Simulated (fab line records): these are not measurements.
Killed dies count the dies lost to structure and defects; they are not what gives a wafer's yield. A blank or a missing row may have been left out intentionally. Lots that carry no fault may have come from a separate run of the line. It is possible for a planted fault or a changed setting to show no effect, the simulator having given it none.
fab line records    flow sky130
[record] lots = 5  wafers = 15  last_day = 50
route steps=708 shown GATE_OXIDE@198 POLY_GATE@204 RES_PROTECT@206 PAD_OPEN@708
lots untouched by any fault: they come from a run of this same line in which no faults occurred
start_h: the number of hours between the record's first day and the start of the first shown wafer of the lot    wait_h: hours elapsed since this lot's preceding step    " unchanged from the row above    L1.1+2: one row covering several wafers at once    - no value present, or no start provided    * or withheld: withheld    < > ~ a bound
route shown NAME@n: names a module that has steps shown in the file, with the first one's number in the route    usual: mean/standard deviation taken from wafers without a fault    same: alike in all rows    chamber/n: place in a boat    sites: readings site by site    _std_site: the values' standard deviation    _edge_site: outer sites' mean less inner sites'    radius_mm: for every site, how far away it sits from the centre of the wafer    mask NAME#n: copy n    behind: the last tool/chamber to shape the wafer    hold: why the lot was held/for how many hours/how that ended    device: the transistor (n, p or np) that didn't switch    end of line: tests of these same wafers at the route's end    where a step has no rows: the recipe by itself    killed: the dies lost at the first sort to structure and to defects; this is not the yield of the wafer    map: a wafer's dies, x killed, . not, _ none there
set.NAME: the setting that was run; set.NAME@STEP: the one run at that earlier step    model.NAME: the simulator's own value behind a step, which no gauge read
lots seen at some steps along the route; tables by step, rows by wafer
services: when a tool's chamber went out of use (start_h, in hours from the record's first day, below 0 if earlier), for how many hours, and the reason
[[steps]]
[step SKY_GATE_OXIDE_IMPLANT_11]
[recipe] species = B  energy_kev = 10  dose_cm2 = 2.6e+12  tilt_deg = withheld
[step SKY_GATE_OXIDE_WET_ETCH_12]
[recipe] chemistry = dHF  target_depth_nm = 16.8  dry = n2_spin  target = SiO2  dilution = 100:1  temp_c = 25  time_s = 336
[step SKY_GATE_OXIDE_STRIP_13]
[recipe] chemistry = O2/N2  power_w = 1400  pressure_mtorr = 1500  platen_temp_c = withheld  o2_flow_sccm = 3000  n2_flow_sccm = 300  overash_fraction = 0.5
[usual] drypump_motor_current_A = 5.5/0.44  oes_product_au = 0.716/0.0048  strip_time_to_endpoint_s = 14.17/0.04
lot.wafer  tool             chamber  start_h  wait_h  drypump_motor_current_A  oes_product_au  rf_hours_counter_h  strip_time_to_endpoint_s
L464.1     plasma_asher-03  1        328.06   0.0     5.0                      0.718           67                  14.18
L464.3     "                1        "        "       5.0                      0.712           -                   14.18
L464.4     "                0        "        "       6.0                      0.717           -                   14.15
L467.2     plasma_asher-01  1        345.14   0.0     5.8                      0.712           68                  14.14
L467.4     "                0        "        "       4.9                      0.708           -                   14.15
L467.6     "                0        "        "       4.9                      0.723           -                   14.17
L481.2     plasma_asher-01  1        471.59   0.0     5.8                      0.713           4                   14.27
L481.5     "                0        "        "       4.9                      0.718           -                   14.25
L481.6     "                1        "        "       5.8                      0.718           -                   14.19
L485.3     plasma_asher-03  0        507.06   0.0     5.9                      0.719           -                   14.18
L485.4     "                1        "        "       5.0                      0.714           -                   14.18
L485.6     "                0        "        "       6.0                      0.708           -                   14.16
L486.3     plasma_asher-03  1        511.55   0.0     5.0                      0.714           -                   14.12
L486.4     "                0        "        "       6.0                      0.718           -                   14.12
L486.5     "                1        "        "       5.0                      0.714           -                   14.12
[step SKY_GATE_OXIDE_TW_MEAS_14]
[usual] GATE_OXIDE_TW = 225.9/2
lot.wafer  tool           chamber  start_h  wait_h  GATE_OXIDE_TW
L464.1     film_metro-02  -        328.16   0.1     225.0
L464.3     "              -        "        "       225.1
L464.4     "              -        "        "       225.4
L467.2     film_metro-04  -        345.25   0.1     229.2
L467.4     "              -        "        "       228.3
L467.6     "              -        "        "       228.9
L481.2     film_metro-03  -        471.70   0.1     226.6
L481.5     "              -        "        "       227.6
L481.6     "              -        "        "       227.3
L485.3     film_metro-02  -        507.15   0.1     223.6
L485.4     "              -        "        "       224.1
L485.6     "              -        "        "       223.0
L486.3     film_metro-04  -        511.63   0.1     228.3
L486.4     "              -        "        "       227.4
L486.5     "              -        "        "       228.4
[step SKY_GATE_OXIDE_CLEAN_15]
[recipe] chemistry = SC1/SC2  mix = 1:4:20  temp_c = 70  time_s = 150  dry = n2_spin
[step SKY_GATE_OXIDE_OXIDATION_16]
[recipe] temp_c = 800  ambient = O2  idle_temp_c = 700  ramp_up_c_per_min = 10  ramp_down_c_per_min = 3  stabilise_s = 600  purge_s = 300  target_thk_a = 35.7  ox_time_s = 1915
[step SKY_POLY_GATE_CVD_00]
[recipe] material = poly-Si  target_thk_nm = 180  temp_c = 620  time_s = 720  pressure_mtorr = 200
[step SKY_POLY_GATE_THK_MEAS_01]
[recipe] reads = poly-Si_of_POLY_GATE_CVD_00
[usual] POLY_GATE_CVD_00_THK = 179.1/1.8
lot.wafer  tool           chamber  start_h  wait_h  POLY_GATE_CVD_00_THK[nm]
L464.1     film_metro-04  -        332.70   0.0     179.3
L464.3     "              -        "        "       179.3
L464.4     "              -        "        "       178.3
L467.2     film_metro-04  -        348.09   0.0     179.8
L467.4     "              -        "        "       179.0
L467.6     "              -        "        "       178.6
L481.2     film_metro-02  -        474.54   0.0     183.1
L481.5     "              -        "        "       182.9
L481.6     "              -        "        "       181.7
L485.3     film_metro-04  -        510.59   0.0     176.4
L485.4     "              -        "        "       178.8
L485.6     "              -        "        "       178.6
L486.3     film_metro-02  -        515.78   0.0     175.7
L486.4     "              -        "        "       176.7
L486.5     "              -        "        "       177.9
[step SKY_RES_PROTECT_DEHYDRATE_00]
[recipe] temp_c = 200  time_s = 60
[step SKY_RES_PROTECT_HMDS_01]
[recipe] prime_time_s = 60  prime_temp_c = 120
[step SKY_RES_PROTECT_COAT_02]
[recipe] resist = NOVOLAK  spin_rpm = 3000  resist_thk_nm = 1140
[step SKY_RES_PROTECT_SOFTBAKE_03]
[recipe] temp_c = 90  time_s = 60  resist = NOVOLAK
[step SKY_RES_PROTECT_EXPOSE_04]
[recipe] mask_id = RPM  na = 0.6  source_shape = conventional  sigma_outer = 0.6  polarization = unpolarized  target_cd_nm = 1270  dose_mj = 131
[same] na = 0.6
lot.wafer   tool              chamber  start_h  wait_h  mask
L464.1+3+4  iline_stepper-02  0        346.63   -       RPM#0
L467.2+4+6  iline_stepper-01  0        361.79   -       RPM#0
L481.2+5+6  iline_stepper-02  0        489.24   -       RPM_R1#0
L485.3+4+6  iline_stepper-01  0        525.02   -       RPM#0
L486.3+4+5  iline_stepper-02  0        531.17   -       RPM#0
[step SKY_RES_PROTECT_PEB_05]
[recipe] temp_c = withheld  time_s = *  resist = NOVOLAK
[step SKY_PAD_OPEN_PROBE_99]
[usual] killed_at_M0_to_M3 = 45/7.5  killed_at_M4_up = 2.8/1.9  killed_at_contacts = 25/5.5  killed_at_front_end = 14/4  killed_at_other = 0.3/0.75  killed_dies = 87/9.4  killed_open = 47/6.6  killed_short = 39/6.6
[same] gross_dies = 492  killed_at_back_side = 0
lot.wafer  tool       chamber  start_h  wait_h  killed_at_M0_to_M3  killed_at_M4_up  killed_at_contacts  killed_at_front_end  killed_at_other  killed_dies  killed_open  killed_short
L464.1     prober-01  -        1094.06  0.1     37                  2                20                  17                   1                77           40           37
L464.3     prober-01  -        1094.16  0.2     55                  1                23                  15                   1                95           54           41
L464.4     prober-01  -        1094.21  0.2     49                  4                18                  12                   0                83           55           28
L467.2     prober-02  -        1110.11  0.1     36                  4                24                  17                   0                81           48           33
L467.4     prober-02  -        1110.21  0.2     35                  1                28                  13                   0                77           38           39
L467.6     prober-02  -        1110.31  0.2     36                  6                23                  20                   0                85           42           43
L481.2     prober-01  -        1184.93  0.1     33                  2                27                  22                   1                85           55           30
L481.5     prober-01  -        1185.08  0.2     41                  2                21                  16                   0                80           49           31
L481.6     prober-01  -        1185.13  0.2     46                  3                20                  15                   0                84           38           46
L485.3     prober-02  -        1206.10  0.2     50                  1                28                  14                   2                95           55           40
L485.4     prober-02  -        1206.15  0.2     44                  1                37                  9                    0                91           58           32
L485.6     prober-02  -        1206.25  0.2     52                  3                24                  15                   0                94           48           46
L486.3     prober-02  -        1207.61  0.2     31                  1                32                  10                   0                74           40           34
L486.4     prober-02  -        1207.66  0.2     44                  4                27                  20                   1                96           47           49
L486.5     prober-02  -        1207.71  0.2     46                  3                22                  20                   1                92           49           43
// killed by level:class
L464.1 VIA2:geometric_particle:open=7 CONTACT:geometric_particle:short=7 LI_CONTACT:geometric_particle:open=6 CONTACT:geometric_particle:open=5 VIA1:geometric_particle:open=4 VIA2:geometric_particle:short=4 VIA3:geometric_particle:open=4 FIELD_ISO:geometric_particle:open=3
L464.3 VIA1:geometric_particle:open=13 LI_CONTACT:geometric_particle:open=8 VIA3:geometric_particle:open=7 POLY_GATE:geometric_particle:open=5 CONTACT:geometric_particle:open=5 CONTACT:geometric_particle:short=5 METAL1:geometric_particle:short=5 VIA1:geometric_particle:short=5
L464.4 VIA1:geometric_particle:open=16 CONTACT:geometric_particle:open=8 METAL2:geometric_particle:short=7 VIA3:geometric_particle:open=7 VIA2:geometric_particle:open=6 LI_CONTACT:geometric_particle:open=5 METAL1:geometric_particle:short=5 POLY_GATE:geometric_particle:open=4
L467.2 VIA1:geometric_particle:open=9 LI_CONTACT:geometric_particle:open=7 FIELD_ISO:geometric_particle:open=6 CONTACT:geometric_particle:open=6 VIA2:geometric_particle:open=6 METAL1:geometric_particle:short=5 VIA3:geometric_particle:open=5 CONTACT:geometric_particle:short=4
L467.4 CONTACT:geometric_particle:open=11 METAL2:geometric_particle:short=7 LI_CONTACT:geometric_particle:open=6 LI_CONTACT:geometric_particle:short=5 VIA1:geometric_particle:open=5 METAL3:geometric_particle:short=4 POLY_GATE:geometric_particle:short=4 METAL1:geometric_particle:short=4
L467.6 CONTACT:geometric_particle:open=11 VIA1:geometric_particle:open=7 CONTACT:geometric_particle:short=6 VIA1:geometric_particle:short=6 VIA3:geometric_particle:open=6 METAL4:geometric_particle:short=6 FIELD_ISO:geometric_particle:short=5 FIELD_ISO:geometric_particle:open=5
L481.2 CONTACT:geometric_particle:open=17 FIELD_ISO:geometric_particle:open=9 VIA3:geometric_particle:open=8 VIA1:geometric_particle:open=8 LOCAL_INTERCONNECT:geometric_particle:short=4 METAL1:geometric_particle:short=4 VIA1:geometric_particle:short=4 POLY_GATE:geometric_particle:open=3
L481.5 CONTACT:geometric_particle:open=8 VIA1:geometric_particle:open=7 VIA2:geometric_particle:open=7 VIA3:geometric_particle:open=7 LI_CONTACT:geometric_particle:open=6 VIA1:geometric_particle:short=6 METAL2:geometric_particle:short=6 POLY_GATE:geometric_particle:open=4
L481.6 VIA1:geometric_particle:open=9 VIA3:geometric_particle:short=8 CONTACT:geometric_particle:open=7 METAL1:geometric_particle:short=7 VIA1:geometric_particle:short=6 VIA3:geometric_particle:open=5 FIELD_ISO:geometric_particle:open=4 POLY_GATE:geometric_particle:short=4
L485.3 VIA1:geometric_particle:open=11 LI_CONTACT:geometric_particle:open=9 METAL2:geometric_particle:short=8 CONTACT:geometric_particle:open=7 VIA1:geometric_particle:short=7 FIELD_ISO:geometric_particle:open=6 CONTACT:geometric_particle:short=6 VIA3:geometric_particle:open=6
L485.4 VIA1:geometric_particle:open=15 CONTACT:geometric_particle:open=14 LI_CONTACT:geometric_particle:open=9 VIA3:geometric_particle:open=6 LOCAL_INTERCONNECT:geometric_particle:short=6 CONTACT:geometric_particle:short=4 VIA2:geometric_particle:open=4 FIELD_ISO:geometric_particle:short=3
L485.6 VIA1:geometric_particle:open=11 METAL1:geometric_particle:short=9 LOCAL_INTERCONNECT:geometric_particle:short=8 VIA2:geometric_particle:open=7 POLY_GATE:geometric_particle:open=5 LI_CONTACT:geometric_particle:open=5 METAL2:geometric_particle:short=5 CONTACT:geometric_particle:open=4
L486.3 CONTACT:geometric_particle:open=11 LI_CONTACT:geometric_particle:open=10 LOCAL_INTERCONNECT:geometric_particle:short=6 VIA1:geometric_particle:open=6 VIA1:geometric_particle:short=5 METAL1:geometric_particle:short=4 VIA2:geometric_particle:open=4 VIA3:geometric_particle:open=4
L486.4 CONTACT:geometric_particle:open=10 VIA1:geometric_particle:open=9 VIA3:geometric_particle:open=9 CONTACT:geometric_particle:short=7 FIELD_ISO:geometric_particle:short=6 POLY_GATE:geometric_particle:open=6 METAL1:geometric_particle:short=6 VIA1:geometric_particle:short=5
L486.5 VIA1:geometric_particle:open=18 LOCAL_INTERCONNECT:geometric_particle:short=7 METAL1:geometric_particle:short=6 POLY_GATE:geometric_particle:open=5 CONTACT:geometric_particle:open=5 FIELD_ISO:geometric_particle:short=4 FIELD_ISO:geometric_particle:open=4 LI_CONTACT:geometric_particle:short=4
[[services]]
tool              chamber  start_h  hours  kind
iline_stepper-02  -        321.11   3.4    repair
iline_stepper-02  -        330.45   9.4    repair
plasma_asher-01   -        421.25   9.0    pm
plasma_asher-01   0        421.25   9.0    vent_cycle
plasma_asher-01   1        421.25   9.0    vent_cycle
plasma_asher-01   0        430.25   -      clean
plasma_asher-01   1        430.25   -      clean
iline_stepper-02  -        437.48   1.7    pm
plasma_asher-03   -        455.57   0.7    repair
iline_stepper-02  -        459.57   2.1    pm
iline_stepper-02  -        461.66   -      consumable_replace:lamp
iline_stepper-02  -        471.49   5.6    repair
plasma_asher-01   -        481.46   3.8    repair
iline_stepper-01  -        512.78   1.7    pm
[[key]]
[first_sign] step = SKY_RES_PROTECT_EXPOSE_04  reading = mask  direction = changed
effect none on later readings
met_at SKY_RES_PROTECT_EXPOSE_04
struck_wafers L481.2,L481.5,L481.6
tester_left_out L481
onset_between 346.63 489.24
[fault] kind = wrong_mask  tool = any  chamber = -  onset_h = 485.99  steps = SKY_RES_PROTECT_EXPOSE_04  aux_copy = RPM_R1#0  cd_offset_nm = 89  scope = struck_lots_only
// tester_left_out: of these lots the tester's yield and bins aren't shown, on N5 and GAA mostly nor the transistor test; their killed dies are dies lost to structure and defects alone, not to doping, threshold or leakage, so they don't give the yield
